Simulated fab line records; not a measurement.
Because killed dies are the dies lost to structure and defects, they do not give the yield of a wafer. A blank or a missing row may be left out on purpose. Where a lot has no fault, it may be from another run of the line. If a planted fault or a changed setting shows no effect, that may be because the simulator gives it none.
Split-lot experiment	flow sfq line	on a route of 325 steps: 5 lots, 23 wafers read

ABOUT THE SPLIT
At SFQ_TRILAYER_R5_LITHO_PEB_139 (peb time 60 s), the setting peb temp c was moved away from the recipe's 115 C on 7 of the 23 wafers read, by -1.2% to +3.1%. All remaining wafers had this setting at the recipe value.

BETWEEN THE SPLIT AND THE READING: the file shows 1 step in between
- SFQ_TRILAYER_R5_LITHO_DEVELOP_138: time 60 s

THE READING
R5.cd nm (the simulator's own value, which no gauge read), in nm, at SFQ_TRILAYER_R5_BARC_OPEN_METAL_ETCH_177 (etches BARC in O2, target depth 125 nm, time 41.7 s). The file does not state a usual value for it. The 16 wafers here that ran the recipe average 500.2 nm, standard deviation 1 nm.

wafer	tool, chamber at the split	peb temp c as run, C	against the recipe	R5.cd nm, nm	against lot-mates on the recipe
L074.1	litho track-02, 0	115	recipe	500.1	-
L074.2	litho track-02, 0	115	recipe	499.9	-
L074.5	litho track-02, 0	115	recipe	499.7	-
L075.1	litho track-01, 0	115	recipe	500.4	-
L075.2	litho track-01, 0	118.1	+2.7%	450.7	-49.6
L075.3	litho track-01, 0	118.1	+2.7%	448.2	-52.1
L075.5	litho track-01, 0	115	recipe	500.1	-
L075.6	litho track-01, 0	118.1	+2.7%	449.5	-50.8
L079.1	litho track-04, 0	118.6	+3.1%	444.1	-55.8
L079.3	litho track-04, 0	115	recipe	499.4	-
L079.4	litho track-04, 0	115	recipe	500.6	-
L079.5	litho track-04, 0	115	recipe	499.6	-
L079.6	litho track-04, 0	118.6	+3.1%	442.7	-57.2
L080.1	litho track-01, 0	115	recipe	501.5	-
L080.2	litho track-01, 0	113.6	-1.2%	529.3	+27.4
L080.3	litho track-01, 0	115	recipe	502.2	-
L080.4	litho track-01, 0	113.6	-1.2%	527.7	+25.8
L080.5	litho track-01, 0	115	recipe	501.9	-
L082.1	litho track-02, 0	115	recipe	499.1	-
L082.2	litho track-02, 0	115	recipe	499.7	-
L082.3	litho track-02, 0	115	recipe	501	-
L082.4	litho track-02, 0	115	recipe	498.4	-
L082.6	litho track-02, 0	115	recipe	498.9	-

FIT RESULTS
A straight line over all 23 wafers: R5.cd nm changes by -19 nm for each +1% of peb temp c; r = -1.00; the points scatter about the line by 1.9 nm.
The same after taking each lot's own level away (the mean of its wafers on the recipe; 23 wafers): -18.8 nm for each +1%; r = -1.00; scatter 1.4 nm.
The reading moves by 59 nm for the largest change in peb temp c, on that fit.
Measured against the standard deviation above, the lots' own levels, which go from 499.42 to 501.87 nm, span 2.4 times it.
Consequently the slope shifts little with the lot-to-lot level, the two slopes agreeing.
Check: with one of the wafers moved furthest among these (+3.1%) left out of the fit, the line predicts -59.2 nm for it against its lot-mates. It came out at -55.8 nm against them.

THE FILE'S OWN FIT
R5.cd nm changes by -18.7 nm for each +1% of peb temp c, r = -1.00.
